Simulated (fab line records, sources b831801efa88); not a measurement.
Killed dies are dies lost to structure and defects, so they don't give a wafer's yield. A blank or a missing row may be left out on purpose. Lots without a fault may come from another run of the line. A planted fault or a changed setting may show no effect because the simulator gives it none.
A struck lot beside a sound one | flow sky130 | 17 steps out of a route of 708
Sound: wafers L310.1, L310.5, L310.6. Struck: wafer L307.3. (L307.1, L307.4 of the same lot were not struck and are left out.) The cause comes at the end.
At each step with rows: each side's tool, then ch and its chambers, then its first start. Under that, the readings that differ: sound wafers | struck wafers | difference of the means | sigmas: that difference in standard deviations of wafers without a fault.
alike: readings whose means differ by less than 2 such deviations, and words and numbers that are the same on both sides. not compared: withheld readings, readings that some wafer has no value for, bounds like >300 that may hide the same value, and numbers for which the record gives no deviation and whose values overlap.
The two part at a step that has a row with sigmas, a row that says differs or no value, or rows on one side only. Numbers that don't overlap but have no deviation are shown without sigmas and don't part them. A reading that every wafer of one side lacks parts them only if that side has two wafers or more.

first, 2 steps without rows for these wafers: SKY_LOCAL_INTERCONNECT_PEB_09; SKY_LOCAL_INTERCONNECT_DEVELOP_10 (develop time 60 s).
SKY_LOCAL_INTERCONNECT_CD_MEAS_11: target cd 170 nm.
  sound on cd_sem-01, day 34 12:34; struck on cd_sem-01, day 33 23:08
  alike: cd_nm
SKY_LOCAL_INTERCONNECT_OVL_MEAS_12:
  sound on overlay-01, day 34 12:41; struck on overlay-01, day 33 23:16
  alike: LOCAL_INTERCONNECT_OVL
SKY_LOCAL_INTERCONNECT_ETCH_13: etches BARC in N2/H2, stops on SiO2, time 45.9 s, target depth 60 nm.
  sound on rie_metal-01 ch 0,1, day 34 12:43; struck on rie_metal-01 ch 1, day 33 23:18
  alike: chamber_pressure_mTorr, drypump_motor_current_A, oes_product_au, throttle_valve_pct
  not compared: rf_hours_counter_h
SKY_LOCAL_INTERCONNECT_METAL_ETCH_14: etches TiN in Cl2/BCl3, stops on PSG, target depth 110 nm, time 31.4 s.
  sound on rie_metal-01 ch 0,1, day 34 12:47; struck on rie_metal-01 ch 1, day 33 23:25
  alike: chamber_pressure_mTorr, drypump_motor_current_A, oes_product_au, throttle_valve_pct
  not compared: rf_hours_counter_h
SKY_LOCAL_INTERCONNECT_STRIP_15: strips in O2/N2.
  sound on plasma_asher-01 ch 0,1, day 34 12:50; struck on plasma_asher-01 ch 1, day 33 23:31
  alike: chamber_pressure_mTorr, drypump_motor_current_A, oes_product_au, strip_time_to_endpoint_s
  not compared: rf_hours_counter_h
then, 3 steps without rows for these wafers: SKY_LOCAL_INTERCONNECT_STRIP_16 (strips in post etch residue remover, time 1200 s); SKY_LOCAL_INTERCONNECT_CLEAN_17 (cleans in IPA, time 180 s); SKY_LOCAL_INTERCONNECT_CLEAN_18 (cleans in O3/DIW).
SKY_CONTACT_CVD_00: deposits Si3N4, target thk 75 nm.
  sound on pecvd-04 ch 0,1,2, day 34 13:55; struck on pecvd-04 ch 0, day 34 00:41
  alike: heater_power_w
SKY_CONTACT_THK_MEAS_01:
  sound on film_metro-02, day 34 13:57; struck on film_metro-04, day 34 00:43
  alike: CONTACT_CVD_00_THK
SKY_CONTACT_HDPCVD_02: deposits SiO2, target thk 565 nm, time 94.2 s.
  sound on hdpcvd-01 ch 0,2, day 34 14:01; struck on hdpcvd-02 ch 0, day 34 00:46
  reading                                     | sound             | struck | difference | sigmas
  model.SiO2_of_CONTACT_HDPCVD_02.thk_nm (nm) | 556.1 554.7 558.9 | 882.4  | +325.8     |
SKY_CONTACT_THK_MEAS_03:
  sound on film_metro-01, day 34 14:04; struck on film_metro-04, day 34 00:50
  reading                 | sound       | struck | difference | sigmas
  CONTACT_HDPCVD_THK (nm) | 556 555 559 | 883    | +326       | +78
SKY_CONTACT_CMP_04: polishes SiO2.
  sound on cmp-01 ch 0,3, day 34 14:11; struck on cmp-02 ch 0, day 34 00:54
  reading                | sound          | struck | difference | sigmas
  motor_current_A (A)    | 10.8 10.9 10.9 | 12.9   | +2.0       | +2
  time_to_endpoint_s (s) | 78 76 81       | 207    | +129       | +37
  alike: slurry_filter_dp_kPa
SKY_CONTACT_BOW_MEAS_05:
  sound on film_metro-01, day 34 14:26; struck on film_metro-04, day 34 01:12
  alike: CONTACT_BOW
-- the record jumps here: 14 days lie between the struck wafers' starts before and after (it left off in module CONTACT and takes up again in module PAD_OPEN, whose first step shown is number 708 of the route) --
SKY_PAD_OPEN_PROBE_99:
  sound on prober-01, day 48 19:55; struck on prober-02, day 48 09:18
  alike: killed_at_M0_to_M3, killed_at_M4_up, killed_at_contacts, killed_at_front_end, killed_at_other, killed_dies, killed_open, killed_short

WHERE THEY PART
First at SKY_CONTACT_THK_MEAS_03; last, within this record, at SKY_CONTACT_CMP_04. Later steps at which nothing parts them and some readings are alike: SKY_CONTACT_BOW_MEAS_05, SKY_PAD_OPEN_PROBE_99.

WHY: what the simulator had put in
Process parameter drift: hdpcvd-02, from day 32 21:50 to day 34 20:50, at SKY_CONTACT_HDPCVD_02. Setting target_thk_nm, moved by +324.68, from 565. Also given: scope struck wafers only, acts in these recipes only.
